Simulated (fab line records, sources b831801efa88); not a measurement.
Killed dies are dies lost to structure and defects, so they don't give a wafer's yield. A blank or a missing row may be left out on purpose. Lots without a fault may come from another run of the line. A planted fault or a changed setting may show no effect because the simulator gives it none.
fab line records | flow sky130
record lots=6 wafers=18 last_day=49
route steps=708 shown NWELL@82 PWDE@84 VT_ADJUST_HVTP@85 VT_ADJUST_LVTN@97 PAD_OPEN@708
lots that met no fault: from a run of the same line without faults
start_h: hours from the record's first day to the start of the lot's first wafer shown | wait_h: hours since the lot's step before | " the same as in the row above | L1.1+2: a row that stands for several wafers | - no value, or no start given | * or withheld: withheld | < > ~ a bound
route shown NAME@n: a module of which the file shows steps, and the number in the route of the first | usual: mean/standard deviation of fault-free wafers | same: alike in all rows | chamber/n: place in a boat | sites: the reading at each site | _std_site: their standard deviation | _edge_site: outer sites' mean less inner sites' | radius_mm: how far each site lies from the wafer's centre | mask NAME#n: copy n | behind: the tool/chamber that last shaped the wafer | hold: why the lot was held/for how many hours/how that ended | device: the transistor (n, p or np) that didn't switch | end of line: the same wafers' tests at the end of the route | a step without rows: its recipe alone | killed: dies lost to structure and defects at the first sort, not the wafer's yield | map: a wafer's dies, x killed, . not, _ none there
set.NAME: the setting as run; set.NAME@STEP: as run at that earlier step | model.NAME: the simulator's own value behind a step, which no gauge read
lots at some steps of the route; a table a step, a row a wafer
services: from which hour (start_h, from the record's first day; less than 0 if before it) a tool's chamber was out of use, for how many hours, and why
## steps
# step SKY_NWELL_RS_MEAS_29
# recipe thk_meas_gauge=four-point-probe
# usual NWELL_RS=624.6/1.5
# columns lot.wafer tool chamber start_h wait_h NWELL_RS[ohm/sq]
L210.3 film_metro-02 - 114.11 0.1 625.3
L210.4 " - " " 626.0
L210.6 " - " " 624.1
L217.1 film_metro-01 - 157.79 0.1 623.6
L217.4 " - " " 624.0
L217.5 " - " " 624.1
L218.3 film_metro-01 - 163.93 0.1 623.5
L218.4 " - " " 622.8
L218.6 " - " " 625.4
L219.2 film_metro-04 - 168.85 0.1 626.3
L219.3 " - " " 626.0
L219.4 " - " " 626.4
L223.1 film_metro-01 - 205.23 0.1 625.6
L223.2 " - " " 625.0
L223.3 " - " " 625.9
L226.1 film_metro-01 - 221.68 0.1 623.9
L226.3 " - " " 624.1
L226.5 " - " " 623.8
# step SKY_NWELL_RS_MEAS_31
# recipe thk_meas_gauge=four-point-probe
# usual PWDE_RS=5278/16
# columns lot.wafer tool chamber start_h wait_h PWDE_RS[ohm/sq]
L210.3 film_metro-02 - 114.35 0.1 5261
L210.4 " - " " 5275
L210.6 " - " " 5277
L217.1 film_metro-01 - 158.03 0.1 5274
L217.4 " - " " 5264
L217.5 " - " " 5264
L218.3 film_metro-01 - 164.17 0.1 5269
L218.4 " - " " 5251
L218.6 " - " " 5252
L219.2 film_metro-04 - 169.09 0.1 5275
L219.3 " - " " 5274
L219.4 " - " " 5264
L223.1 film_metro-01 - 205.47 0.1 5252
L223.2 " - " " 5271
L223.3 " - " " 5259
L226.1 film_metro-01 - 221.92 0.1 5261
L226.3 " - " " 5262
L226.5 " - " " 5283
# step SKY_VT_ADJUST_HVTP_DEHYDRATE_00
# recipe temp_c=200 time_s=60
# step SKY_VT_ADJUST_HVTP_HMDS_01
# recipe prime_time_s=60 prime_temp_c=120
# step SKY_VT_ADJUST_HVTP_COAT_02
# recipe resist=NOVOLAK spin_rpm=3000 resist_thk_nm=1140
# step SKY_VT_ADJUST_HVTP_SOFTBAKE_03
# recipe temp_c=90 time_s=60 resist=NOVOLAK
# step SKY_VT_ADJUST_HVTP_EXPOSE_04
# recipe mask_id=HVTPM na=0.6 source_shape=conventional sigma_outer=0.6 polarization=unpolarized target_cd_nm=380 dose_mj=140
# step SKY_VT_ADJUST_HVTP_PEB_05
# recipe temp_c=withheld time_s=* resist=NOVOLAK
# step SKY_VT_ADJUST_HVTP_DEVELOP_06
# recipe resist=NOVOLAK developer=TMAH develop_time_s=60 dev_temp_c=23
# step SKY_VT_ADJUST_HVTP_CD_MEAS_07
# recipe target_cd_nm=380
# usual cd_nm=379.0/1.8
# columns lot.wafer tool chamber start_h wait_h cd_nm
L210.3 cd_sem-01 - 131.78 0.1 375.3
L210.4 " - " " 376.5
L210.6 " - " " 376.6
L217.1 cd_sem-02 - 177.84 0.1 378.6
L217.4 " - " " 379.6
L217.5 " - " " 380.0
L218.3 cd_sem-02 - 184.68 0.1 377.6
L218.4 " - " " 378.1
L218.6 " - " " 380.2
L219.2 cd_sem-01 - 189.87 0.1 376.6
L219.3 " - " " 379.2
L219.4 " - " " 377.6
L223.1 cd_sem-01 - 226.90 0.1 377.8
L223.2 " - " " 379.0
L223.3 " - " " 376.8
L226.1 cd_sem-02 - 244.00 0.1 381.6
L226.3 " - " " 379.5
L226.5 " - " " 378.5
# step SKY_VT_ADJUST_HVTP_OVL_MEAS_08
# usual VT_ADJUST_HVTP_OVL=0.6/1.3
# columns lot.wafer tool chamber start_h wait_h VT_ADJUST_HVTP_OVL[nm]
L210.3 overlay-02 - 131.87 0.1 -0.9
L210.4 " - " " 1.8
L210.6 " - " " 1.2
L217.1 overlay-01 - 177.96 0.1 -0.5
L217.4 " - " " 2.3
L217.5 " - " " 1.8
L218.3 overlay-01 - 184.77 0.1 -0.1
L218.4 " - " " -0.3
L218.6 " - " " 2.0
L219.2 overlay-01 - 189.98 0.1 2.3
L219.3 " - " " 4.1
L219.4 " - " " 2.1
L223.1 overlay-02 - 227.02 0.1 3.0
L223.2 " - " " -0.1
L223.3 " - " " 1.1
L226.1 overlay-01 - 244.12 0.1 -0.3
L226.3 " - " " 0.6
L226.5 " - " " -0.6
# step SKY_VT_ADJUST_HVTP_IMPLANT_09
# recipe species=As energy_kev=150 dose_cm2=4.3e+12 tilt_deg=withheld
# usual dose_ions_cm2=4.299e+12/4e+09 faraday_current_uA=24.3/0.47
# columns lot.wafer tool chamber start_h wait_h dose_ions_cm2 faraday_current_uA
L210.3 implanter-02 0 131.94 0.1 4.301e+12 24.4
L210.4 " 0 " " 4.298e+12 23.1
L210.6 " 0 " " 4.302e+12 24.6
L217.1 implanter-02 0 177.99 0.0 4.38e+11 2.4
L217.4 " 0 " " 4.38e+11 2.4
L217.5 " 0 " " 4.37e+11 2.4
L218.3 implanter-03 0 184.84 0.1 4.296e+12 24.4
L218.4 " 0 " " 4.302e+12 24.0
L218.6 " 0 " " 4.302e+12 24.0
L219.2 implanter-02 0 190.04 0.0 4.26e+11 2.4
L219.3 " 0 " " 4.25e+11 2.5
L219.4 " 0 " " 4.33e+11 2.4
L223.1 implanter-03 0 227.06 0.0 4.296e+12 23.7
L223.2 " 0 " " 4.3e+12 23.7
L223.3 " 0 " " 4.3e+12 23.8
L226.1 implanter-01 0 244.16 0.0 4.306e+12 24.3
L226.3 " 0 " " 4.297e+12 23.8
L226.5 " 0 " " 4.302e+12 24.0
# step SKY_VT_ADJUST_HVTP_STRIP_10
# recipe chemistry=O2/N2 power_w=1400 pressure_mtorr=1500 platen_temp_c=withheld o2_flow_sccm=3000 n2_flow_sccm=300 overash_fraction=0.5
# usual drypump_motor_current_A=5.7/0.32 oes_product_au=0.715/0.0042 strip_time_to_endpoint_s=14.18/0.035
# columns lot.wafer tool chamber start_h wait_h drypump_motor_current_A oes_product_au rf_hours_counter_h strip_time_to_endpoint_s
L210.3 plasma_asher-01 1 132.08 0.1 5.7 0.712 - 14.17
L210.4 " 0 " " 5.1 0.713 - 14.21
L210.6 " 1 " " 5.7 0.708 - 14.14
L217.1 plasma_asher-04 1 178.14 0.1 5.9 0.715 6 14.18
L217.4 " 1 " " 5.9 0.714 - 14.22
L217.5 " 0 " " 5.7 0.715 - 14.18
L218.3 plasma_asher-02 1 184.98 0.1 6.1 0.712 - 14.16
L218.4 " 0 " " 5.3 0.710 - 14.21
L218.6 " 1 " " 6.1 0.700 - 14.18
L219.2 plasma_asher-01 0 190.16 0.1 5.1 0.709 38 14.16
L219.3 " 0 " " 5.1 0.714 - 14.18
L219.4 " 1 " " 5.7 0.713 - 14.20
L223.1 plasma_asher-02 1 227.21 0.1 6.0 0.712 53 14.18
L223.2 " 0 " " 5.3 0.715 53 14.21
L223.3 " 1 " " 6.1 0.710 - 14.25
L226.1 plasma_asher-01 1 244.31 0.1 5.7 0.719 43 14.26
L226.3 " 0 " " 5.1 0.712 - 14.23
L226.5 " 0 " " 5.1 0.723 - 14.22
# step SKY_VT_ADJUST_HVTP_TW_MEAS_11
# usual VT_ADJUST_HVTP_TW=1353/9.1
# columns lot.wafer tool chamber start_h wait_h VT_ADJUST_HVTP_TW
L210.3 film_metro-03 - 132.16 0.1 1357
L210.4 " - " " 1364
L210.6 " - " " 1362
L217.1 film_metro-03 - 178.24 0.1 645
L217.4 " - " " 646
L217.5 " - " " 655
L218.3 film_metro-02 - 185.06 0.1 1342
L218.4 " - " " 1352
L218.6 " - " " 1344
L219.2 film_metro-02 - 190.27 0.1 634
L219.3 " - " " 626
L219.4 " - " " 632
L223.1 film_metro-03 - 227.31 0.1 1358
L223.2 " - " " 1371
L223.3 " - " " 1367
L226.1 film_metro-02 - 244.41 0.1 1349
L226.3 " - " " 1346
L226.5 " - " " 1343
# step SKY_VT_ADJUST_LVTN_DEHYDRATE_00
# recipe temp_c=200 time_s=60
# step SKY_PAD_OPEN_PROBE_99
# usual killed_at_M0_to_M3=42/6.4 killed_at_M4_up=3.0/2 killed_at_contacts=24/5.2 killed_at_front_end=14/4.2 killed_at_other=0.4/0.72 killed_dies=84/9 killed_open=46/6.6 killed_short=38/6
# same gross_dies=492 killed_at_back_side=0
# columns lot.wafer tool chamber start_h wait_h killed_at_M0_to_M3 killed_at_M4_up killed_at_contacts killed_at_front_end killed_at_other killed_dies killed_open killed_short
L223.1 prober-02 - 1172.51 0.1 47 0 25 21 1 94 53 41
L223.2 prober-02 - 1172.56 0.1 41 3 25 19 0 88 47 41
L223.3 prober-02 - 1172.61 0.2 51 2 36 12 0 101 48 53
# killed by level:class
L223.1 CONTACT:geometric_particle:open=12 VIA3:geometric_particle:open=9 LI_CONTACT:geometric_particle:open=7 VIA1:geometric_particle:open=7 VIA1:geometric_particle:short=6 FIELD_ISO:geometric_particle:short=5 METAL3:geometric_particle:short=5 METAL1:geometric_particle:short=5
L223.2 CONTACT:geometric_particle:open=10 VIA1:geometric_particle:open=9 LI_CONTACT:geometric_particle:open=7 VIA1:geometric_particle:short=7 LOCAL_INTERCONNECT:geometric_particle:short=6 VIA2:geometric_particle:open=6 METAL1:geometric_particle:short=5 VIA3:geometric_particle:open=5
L223.3 VIA1:geometric_particle:open=10 LI_CONTACT:geometric_particle:open=9 CONTACT:geometric_particle:open=8 METAL1:geometric_particle:short=7 CONTACT:geometric_particle:short=7 METAL2:geometric_particle:short=7 LI_CONTACT:geometric_particle:short=6 VIA3:geometric_particle:open=6
## services
# columns tool chamber start_h hours kind
plasma_asher-04 - 108.75 9.0 pm
plasma_asher-04 0 108.75 9.0 vent_cycle
plasma_asher-04 1 108.75 9.0 vent_cycle
implanter-02 - 110.60 3.8 pm
implanter-01 - 113.09 3.5 repair
plasma_asher-04 0 117.75 - clean
plasma_asher-04 1 117.75 - clean
implanter-02 - 141.33 2.6 repair
plasma_asher-04 - 148.75 0.3 repair
plasma_asher-02 - 157.08 3.6 repair
implanter-01 - 158.50 5.6 repair
implanter-02 - 225.66 83.1 pm
## key
first_sign step=SKY_VT_ADJUST_HVTP_IMPLANT_09 reading=dose_ions_cm2 direction=down sigmas=99+ usual=* struck=*
effect step=SKY_VT_ADJUST_HVTP_IMPLANT_09 reading=faraday_current_uA direction=down sigmas=46 usual=24.3 struck=2.4
effect step=SKY_VT_ADJUST_HVTP_TW_MEAS_11 reading=VT_ADJUST_HVTP_TW direction=down sigmas=78 usual=1353 struck=640
met_at SKY_VT_ADJUST_HVTP_IMPLANT_09
struck_wafers L217.1,L217.4,L217.5,L219.2,L219.3,L219.4
tester_left_out L217,L219
onset_between 131.94 177.99
fault kind=process_parameter_drift tool=implanter-02 chamber=- onset_h=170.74 steps=SKY_VT_ADJUST_HVTP_IMPLANT_09 channel=dose_cm2 offset=* shape=step end_h=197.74 acts_in=* stated=*
# tester_left_out: of these lots the tester's yield and bins aren't shown, on N5 and GAA mostly nor the transistor test; their killed dies are dies lost to structure and defects alone, not to doping, threshold or leakage, so they don't give the yield
